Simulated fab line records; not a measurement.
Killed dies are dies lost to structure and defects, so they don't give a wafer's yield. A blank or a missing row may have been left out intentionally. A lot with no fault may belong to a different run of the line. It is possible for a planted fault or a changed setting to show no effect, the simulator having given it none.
fab line records | flow sky130
record: lots: 5 | wafers: 15 | lastDay: 50
route steps=708 shown VIA4@650 METAL5@661 PAD_OPEN@708
lots that met no fault: from a run of the same line without faults
startH: start of the lot's first displayed wafer, in hours after the record's first day | waitH: how many hours have passed since the lot's step before this one | " repeats the value in the row above | L1.1+2: one row covering several wafers at once | - no value present, or no start provided | * or withheld: withheld | < > ~ a bound
route shown NAME@n: a module of which the file shows steps, and the number in the route of the first | usual: mean and standard deviation over wafers with no fault | same: alike in all rows | chamber/n: place in a boat | sites: readings site by site | _std_site: standard deviation of those values | _edge_site: outer sites' mean less inner sites' | radiusMm: for every site, how far away it sits from the centre of the wafer | mask NAME#n: copy n | behind: the tool/chamber that last shaped the wafer | hold: what put the lot on hold/how long, in hours/how the hold closed | device: the n, p or np transistor that did not switch | end of line: tests run on the same wafers once the route is complete | where a step has no rows: the recipe by itself | killed: dies that structure and defects cost at the first sort, which is not the same as the wafer's yield | map: dies across one wafer; x = killed, . = not, _ = none there
set.NAME: setting as actually run; set.NAME@STEP: the setting as run at that earlier step | model.NAME: the simulator's own value behind a step, which no gauge read
lots at selected steps of the route; one table per step, one row per wafer
services: the hour from which a tool's chamber was out of use, counted from the record's first day as startH (under 0 if before that day), plus the number of hours and why
== steps ==
step: SKY_VIA4_OVL_MEAS_11
usual: VIA4_OVL: 0.2/1.2
lot.wafer | tool       | chamber | startH  | waitH | VIA4_OVL[nm]
L186.1    | overlay-02 | -       | 1000.94 | 0.1   | 1.1
L186.4    | "          | -       | "       | "     | 0.6
L186.5    | "          | -       | "       | "     | -0.2
L194.1    | overlay-02 | -       | 1060.39 | 0.1   | 0.1
L194.2    | "          | -       | "       | "     | 0.9
L194.3    | "          | -       | "       | "     | -0.3
L199.4    | overlay-01 | -       | 1087.06 | 0.1   | 1.8
L199.5    | "          | -       | "       | "     | 2.7
L199.6    | "          | -       | "       | "     | 2.4
L206.4    | overlay-01 | -       | 1128.65 | 0.1   | 1.3
L206.5    | "          | -       | "       | "     | -0.4
L206.6    | "          | -       | "       | "     | 1.0
L207.1    | overlay-02 | -       | 1133.94 | 0.1   | 0.2
L207.2    | "          | -       | "       | "     | 0.1
L207.6    | "          | -       | "       | "     | 1.4
step: SKY_VIA4_ETCH_12
recipe: target: SiO2 | chemistry: C4F8/O2/Ar | stopOn: TiN | maskMaterial: NOVOLAK | sourceW: 1500 | biasW: 1200 | pressureMtorr: 40 | c4f8FlowSccm: withheld | O2_flow_sccm: 6 | Ar_flow_sccm: 300 | timeS: withheld | targetDepthA: 5800
usual: oesProductAu: 0.925/0.0046
lot.wafer | tool       | chamber | startH  | waitH | oesProductAu
L186.1    | rieDiel-04 | 0       | 1000.98 | 0.0   | 0.922
L186.4    | "          | 3       | "       | "     | 0.929
L186.5    | "          | 2       | "       | "     | 0.926
L194.1    | rieDiel-02 | 3       | 1060.42 | 0.0   | 0.924
L194.2    | "          | 1       | "       | "     | 0.926
L194.3    | "          | 0       | "       | "     | 0.930
L199.4    | rieDiel-01 | 1       | 1087.08 | 0.0   | 0.925
L199.5    | "          | 1       | "       | "     | 0.921
L199.6    | "          | 0       | "       | "     | 0.915
L206.4    | rieDiel-02 | 1       | 1128.67 | 0.0   | 0.924
L206.5    | "          | 3       | "       | "     | 0.923
L206.6    | "          | 0       | "       | "     | 0.928
L207.1    | rieDiel-01 | 1       | 1133.97 | 0.0   | 0.938
L207.2    | "          | 3       | "       | "     | 0.924
L207.6    | "          | 2       | "       | "     | 0.925
step: SKY_VIA4_STRIP_13
recipe: chemistry: O2/N2 | powerW: 1400 | pressureMtorr: 1500 | platenTempC: withheld | o2FlowSccm: 3000 | n2FlowSccm: 300 | overashFraction: 0.5
usual: drypumpMotorCurrentA: 6.1/0.44 | oesProductAu: 0.709/0.0041 | stripTimeToEndpointS: 12.81/0.033
lot.wafer | tool           | chamber | startH  | waitH | drypumpMotorCurrentA | oesProductAu | rfHoursCounterH | stripTimeToEndpointS
L186.1    | plasmaAsher-01 | 0       | 1001.05 | -     | 5.9                  | 0.718        | 114             | 12.79
L186.4    | "              | 0       | "       | "     | 5.9                  | 0.713        | -               | 12.79
L186.5    | "              | 0       | "       | "     | 5.9                  | 0.710        | -               | 12.77
L194.1    | plasmaAsher-03 | 0       | 1060.49 | -     | 6.4                  | 0.710        | 64              | 12.83
L194.2    | "              | 1       | "       | "     | 6.5                  | 0.711        | 64              | 12.90
L194.3    | "              | 1       | "       | "     | 6.4                  | 0.710        | -               | 12.83
L199.4    | plasmaAsher-01 | 1       | 1087.19 | -     | 5.6                  | 0.714        | -               | 12.84
L199.5    | "              | 1       | "       | "     | 5.6                  | 0.706        | -               | 12.85
L199.6    | "              | 0       | "       | "     | 6.0                  | 0.709        | -               | 12.78
L206.4    | plasmaAsher-03 | 0       | 1128.78 | -     | 6.4                  | 0.713        | -               | 12.85
L206.5    | "              | 1       | "       | "     | 6.4                  | 0.704        | -               | 12.84
L206.6    | "              | 0       | "       | "     | 6.4                  | 0.711        | -               | 12.76
L207.1    | plasmaAsher-03 | 1       | 1134.05 | -     | 6.4                  | 0.716        | 72              | 12.79
L207.2    | "              | 0       | "       | "     | 6.4                  | 0.708        | 72              | 12.77
L207.6    | "              | 1       | "       | "     | 6.4                  | 0.707        | -               | 12.79
step: SKY_VIA4_STRIP_14
recipe: chemistry: postEtchResidueRemover | timeS: 1200 | tempC: 72.5
step: SKY_VIA4_CLEAN_15
recipe: chemistry: IPA | timeS: 180 | tempC: 25
step: SKY_VIA4_CLEAN_16
recipe: chemistry: O3/DIW | dry: n2Spin
step: SKY_VIA4_SPUTTER_17
recipe: material: TiN | targetThkNm: 20 | chamberPressurePa: 5 | powerW: 4000 | timeS: 80
usual: cathodeDcPowerW: 4000.0/0.7 | throttleValvePct: 30.2/0.88
lot.wafer | tool          | chamber | startH  | waitH | cathodeDcPowerW | throttleValvePct
L186.1    | pvdSputter-02 | -       | 1001.64 | 0.0   | 3999.5          | 29.9
L186.4    | "             | -       | "       | "     | 4001.5          | 30.7
L186.5    | "             | -       | "       | "     | 4001.1          | 29.7
L194.1    | pvdSputter-04 | -       | 1061.09 | 0.0   | 3999.4          | 30.9
L194.2    | "             | -       | "       | "     | 4000.2          | 30.4
L194.3    | "             | -       | "       | "     | 3999.1          | 27.8
L199.4    | pvdSputter-04 | -       | 1087.75 | 0.0   | 4000.5          | 30.1
L199.5    | "             | -       | "       | "     | 3999.2          | 30.8
L199.6    | "             | -       | "       | "     | 3999.6          | 30.2
L206.4    | pvdSputter-02 | -       | 1129.35 | 0.0   | 4000.1          | 29.3
L206.5    | "             | -       | "       | "     | 3999.8          | 30.5
L206.6    | "             | -       | "       | "     | 3999.8          | 30.0
L207.1    | pvdSputter-02 | -       | 1134.68 | 0.0   | 3998.9          | 31.2
L207.2    | "             | -       | "       | "     | 3999.4          | 29.7
L207.6    | "             | -       | "       | "     | 4000.3          | 29.6
step: SKY_VIA4_CVD_18
recipe: material: W | targetThkNm: 505 | timeS: 152.14 | tempC: 400 | pressureTorr: 40
step: SKY_VIA4_RS_MEAS_19
recipe: thkMeasGauge: four-point-probe | reads: W_of_VIA4_CVD_18+TiN_of_VIA4_SPUTTER_17
usual: VIA4_W_RS: 0.228/0.0051
lot.wafer | tool         | chamber | startH  | waitH | VIA4_W_RS[ohm/sq]
L186.1    | filmMetro-01 | -       | 1001.86 | 0.1   | 0.220
L186.4    | "            | -       | "       | "     | 0.223
L186.5    | "            | -       | "       | "     | 0.217
L194.1    | filmMetro-04 | -       | 1061.30 | 0.1   | 0.228
L194.2    | "            | -       | "       | "     | 0.221
L194.3    | "            | -       | "       | "     | 0.220
L199.4    | filmMetro-03 | -       | 1088.02 | 0.1   | 0.234
L199.5    | "            | -       | "       | "     | 0.228
L199.6    | "            | -       | "       | "     | 0.233
L206.4    | filmMetro-03 | -       | 1129.62 | 0.1   | 0.224
L206.5    | "            | -       | "       | "     | 0.226
L206.6    | "            | -       | "       | "     | 0.229
L207.1    | filmMetro-01 | -       | 1134.90 | 0.1   | 0.230
L207.2    | "            | -       | "       | "     | 0.225
L207.6    | "            | -       | "       | "     | 0.229
step: SKY_VIA4_THK_MEAS_20
recipe: thkMeasGauge: xrf | reads: W_of_VIA4_CVD_18
usual: VIA4_W_THK: 497/13
lot.wafer | tool         | chamber | startH  | waitH | VIA4_W_THK[nm]
L186.1    | filmMetro-01 | -       | 1001.98 | 0.1   | 516
L186.4    | "            | -       | "       | "     | 508
L186.5    | "            | -       | "       | "     | 520
L194.1    | filmMetro-04 | -       | 1061.42 | 0.1   | 497
L194.2    | "            | -       | "       | "     | 512
L194.3    | "            | -       | "       | "     | 516
L199.4    | filmMetro-03 | -       | 1088.11 | 0.1   | 479
L199.5    | "            | -       | "       | "     | 491
L199.6    | "            | -       | "       | "     | 479
L206.4    | filmMetro-03 | -       | 1129.71 | 0.1   | 504
L206.5    | "            | -       | "       | "     | 498
L206.6    | "            | -       | "       | "     | 492
L207.1    | filmMetro-01 | -       | 1135.02 | 0.1   | 494
L207.2    | "            | -       | "       | "     | 505
L207.6    | "            | -       | "       | "     | 499
step: SKY_VIA4_CMP_21
recipe: stopOn: SiO2 | tOverpolishS: 25 | downForcePsi: 3.5 | platenRpm: 60 | targetThkNm: 0 | padVelocityMS: 0.94248
usual: edgeZonePressureFrac: 0.999/0.005 | motorCurrentA: 10.5/1.3 | overpolishRunS: 24.999/0.0094 | timeToEndpointS: 123/4.8
lot.wafer | tool   | chamber | startH  | waitH | edgeZonePressureFrac | motorCurrentA | overpolishRunS | timeToEndpointS
L186.1    | cmp-01 | 1       | 1002.09 | 0.1   | 1.001                | 9.1           | 24.987         | 124
L186.4    | "      | 2       | "       | "     | 0.993                | 9.2           | 24.996         | 124
L186.5    | "      | 0       | "       | "     | 1.001                | 12.4          | 25.007         | 123
L194.3    | cmp-01 | 2       | 1061.48 | 0.0   | 0.999                | 8.8           | 25.004         | 127
L194.2    | "      | 3       | "       | "     | 0.996                | 9.5           | 25.005         | 121
L194.1    | "      | 0       | "       | "     | 1.009                | 11.9          | 24.984         | 121
L199.4    | cmp-02 | 2       | 1089.18 | 1.1   | 0.995                | 10.1          | 24.995         | 119
L199.5    | "      | 2       | "       | "     | 0.999                | 9.6           | 24.979         | 126
L199.6    | "      | 3       | "       | "     | 0.998                | 12.4          | 25.008         | 122
L206.4    | cmp-01 | 2       | 1129.79 | 0.1   | 1.001                | 9.0           | 25.001         | 136
L206.5    | "      | 1       | "       | "     | 1.002                | 9.1           | 24.990         | 130
L206.6    | "      | 2       | "       | "     | 0.998                | 9.1           | 24.981         | 130
L207.1    | cmp-01 | 2       | 1135.56 | 0.5   | 1.004                | 8.9           | 24.997         | 123
L207.2    | "      | 3       | "       | "     | 1.005                | 9.6           | 25.032         | 122
L207.6    | "      | 1       | "       | "     | 0.999                | 9.7           | 24.998         | 127
step: SKY_METAL5_SPUTTER_00
recipe: material: Ti | targetThkNm: 15 | powerW: 3000 | timeS: 10 | chamberPressurePa: 0.4
step: SKY_METAL5_SPUTTER_01
recipe: material: TiN | targetThkNm: 20 | powerW: 6500 | timeS: 16.7 | chamberPressurePa: 0.4
usual: cathodeDcPowerW: 6500.1/1.2 | throttleValvePct: 29.9/1.1
lot.wafer | tool          | chamber | startH  | waitH | cathodeDcPowerW | throttleValvePct | model.TiN_of_METAL5_SPUTTER_01.thkNm
L186.1    | pvdSputter-01 | -       | 1002.36 | 0.0   | 6499.0          | 30.8             | 20.36
L186.4    | "             | -       | "       | "     | 6501.4          | 29.2             | 20.35
L186.5    | "             | -       | "       | "     | 6501.5          | 30.7             | 20.38
L194.1    | pvdSputter-01 | -       | 1061.80 | 0.0   | 6500.4          | 27.0             | 20.33
L194.2    | "             | -       | "       | "     | 6497.3          | 30.6             | 20.1
L194.3    | "             | -       | "       | "     | 6498.6          | 29.5             | 20.12
L199.4    | pvdSputter-01 | -       | 1089.50 | 0.0   | 6499.8          | 30.7             | 19.97
L199.5    | "             | -       | "       | "     | 6670.7          | 28.7             | 20.41
L199.6    | "             | -       | "       | "     | 6500.5          | 30.7             | 19.96
L206.4    | pvdSputter-03 | -       | 1130.07 | 0.0   | 6501.2          | 30.9             | 19.83
L206.5    | "             | -       | "       | "     | 6500.1          | 31.1             | 19.94
L206.6    | "             | -       | "       | "     | 6499.3          | 29.7             | 19.81
L207.1    | pvdSputter-03 | -       | 1135.78 | 0.0   | 6503.5          | 30.9             | 19.85
L207.2    | "             | -       | "       | "     | 6500.4          | 30.1             | 19.83
L207.6    | "             | -       | "       | "     | 6500.0          | 30.3             | 19.82
step: SKY_METAL5_SPUTTER_02
recipe: material: AlCu | targetThkNm: 1150 | powerW: 10600 | timeS: 61.2 | chamberPressurePa: 0.4
usual: cathodeDcPowerW: 10600/2.1 | throttleValvePct: 29.9/1.1
lot.wafer | tool          | chamber | startH  | waitH | cathodeDcPowerW | throttleValvePct
L186.1    | pvdSputter-01 | -       | 1002.39 | 0.0   | 10600           | 30.7
L186.4    | "             | -       | "       | "     | 10601           | 29.1
L186.5    | "             | -       | "       | "     | 10599           | 30.8
L194.1    | pvdSputter-01 | -       | 1061.83 | 0.0   | 10603           | 27.0
L194.2    | "             | -       | "       | "     | 10602           | 30.9
L194.3    | "             | -       | "       | "     | 10600           | 29.1
L199.4    | pvdSputter-01 | -       | 1089.53 | 0.0   | 10600           | 31.0
L199.5    | "             | -       | "       | "     | 10602           | 29.2
L199.6    | "             | -       | "       | "     | 10601           | 30.8
L206.4    | pvdSputter-03 | -       | 1130.09 | 0.0   | 10604           | 30.9
L206.5    | "             | -       | "       | "     | 10602           | 30.8
L206.6    | "             | -       | "       | "     | 10604           | 29.9
L207.1    | pvdSputter-03 | -       | 1135.80 | 0.0   | 10603           | 30.6
L207.2    | "             | -       | "       | "     | 10604           | 30.1
L207.6    | "             | -       | "       | "     | 10601           | 30.4
step: SKY_PAD_OPEN_PROBE_99
usual: defectLimitedYield: 82.1/1.9 | killed_at_M0_to_M3: 45/6.8 | killed_at_M4_up: 3.0/1.7 | killedAtContacts: 25/5.7 | killedAtFrontEnd: 15/4.6 | killedAtOther: 0.3/0.66 | killedDies: 88/9.5 | killedOpen: 48/7.3 | killedShort: 39/6.5 | sort_bin_3_pad_short: 0.9/0.47 | sort_bin_5_function: 10.6/1.5 | sort_bin_6_memory: 6.4/1.2 | sortNPass: 404/9.5 | sortYieldPct: 82.1/1.9
same: grossDies: 492 | killedAtBackSide: 0 | sort_bin_4_leakage[%]: 0 | sort_bin_8_speed[%]: 0
lot.wafer | tool      | chamber | startH  | waitH | defectLimitedYield[%] | killed_at_M0_to_M3 | killed_at_M4_up | killedAtContacts | killedAtFrontEnd | killedAtOther | killedDies | killedOpen | killedShort | sort_bin_3_pad_short[%] | sort_bin_5_function[%] | sort_bin_6_memory[%] | sortNPass | sortYieldPct[%]
L194.1    | prober-02 | -       | 1126.40 | 0.1   | 82.7                  | 39                 | 4               | 23               | 18               | 1             | 85         | 48         | 37          | 0.6                     | 9.1                    | 7.5                  | 407       | 82.7
L194.2    | prober-02 | -       | 1126.45 | 0.1   | 81.3                  | 58                 | 0               | 19               | 15               | 0             | 92         | 51         | 38          | 1.4                     | 10.8                   | 6.5                  | 400       | 81.3
L194.3    | prober-02 | -       | 1126.50 | 0.2   | 82.5                  | 39                 | 2               | 23               | 22               | 0             | 86         | 49         | 37          | 0.8                     | 10.6                   | 6.1                  | 406       | 82.5
killed by level:class
L194.1 CONTACT:geometricParticle:open=9 VIA2:geometricParticle:open=7 FIELD_ISO:geometricParticle:short=6 LI_CONTACT:geometricParticle:open=6 VIA1:geometricParticle:open=6 VIA1:geometricParticle:short=6 FIELD_ISO:geometricParticle:open=5 POLY_GATE:geometricParticle:open=5
L194.2 VIA2:geometricParticle:open=12 VIA1:geometricParticle:open=10 METAL2:geometricParticle:short=8 CONTACT:geometricParticle:open=8 VIA3:geometricParticle:open=7 VIA1:geometricParticle:short=6 FIELD_ISO:geometricParticle:short=5 LI_CONTACT:geometricParticle:open=5
L194.3 CONTACT:geometricParticle:open=10 FIELD_ISO:geometricParticle:open=7 POLY_GATE:geometricParticle:open=7 VIA3:geometricParticle:open=7 VIA1:geometricParticle:open=6 METAL2:geometricParticle:short=6 FIELD_ISO:geometricParticle:short=5 CONTACT:geometricParticle:short=5
== services ==
tool           | chamber | startH  | hours | kind
rieDiel-04     | -       | 978.72  | 2.8   | pm
cmp-01         | -       | 980.17  | 2.3   | repair
plasmaAsher-01 | -       | 1002.24 | 2.8   | pm
cmp-01         | -       | 1008.02 | 2.6   | repair
rieDiel-01     | 3       | 1015.87 | 22.5  | repair
cmp-02         | -       | 1019.93 | 16.0  | pm
rieDiel-02     | 0       | 1023.47 | 1.5   | repair
rieDiel-01     | 1       | 1031.60 | 3.4   | repair
rieDiel-02     | 0       | 1043.97 | 7.4   | repair
cmp-02         | -       | 1048.70 | 2.6   | repair
pvdSputter-01  | -       | 1049.02 | 1.7   | repair
plasmaAsher-01 | -       | 1055.25 | 9.0   | pm
pvdSputter-01  | -       | 1062.95 | 0.6   | repair
rieDiel-01     | -       | 1076.38 | 2.8   | pm
rieDiel-02     | -       | 1078.57 | 14.6  | pm
rieDiel-01     | 1       | 1083.16 | 3.3   | repair
cmp-02         | -       | 1084.28 | 4.0   | pm
cmp-01         | -       | 1086.34 | 1.9   | repair
plasmaAsher-03 | -       | 1091.79 | 2.8   | pm
pvdSputter-03  | -       | 1115.68 | 1.0   | repair
rieDiel-04     | 2       | 1116.01 | 4.8   | repair
rieDiel-01     | 3       | 1129.39 | 2.4   | repair
cmp-02         | -       | 1130.82 | 9.6   | pm
rieDiel-01     | -       | 1131.11 | 1.0   | repair
== key ==
firstSign: step: SKY_METAL5_SPUTTER_01 | reading: cathodeDcPowerW | direction: up | sigmas: 99+ | usual: 6500.1 | struck: 6670.7
effect none on later readings
modelEffect: step: SKY_METAL5_SPUTTER_01 | value: TiN_of_METAL5_SPUTTER_01.thkNm | without: 19.88 | struck: 20.41
metAt SKY_METAL5_SPUTTER_01
struckWafers L199.5
onsetBetween 1061.80 1089.50
fault: kind: processParameterDrift | tool: pvdSputter-01 | chamber: - | onsetH: 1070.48 | steps: SKY_METAL5_SPUTTER_01 | channel: powerW | offset: * | shape: step | endH: 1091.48 | actsIn: * | stated: * | scope: struckWafersOnly
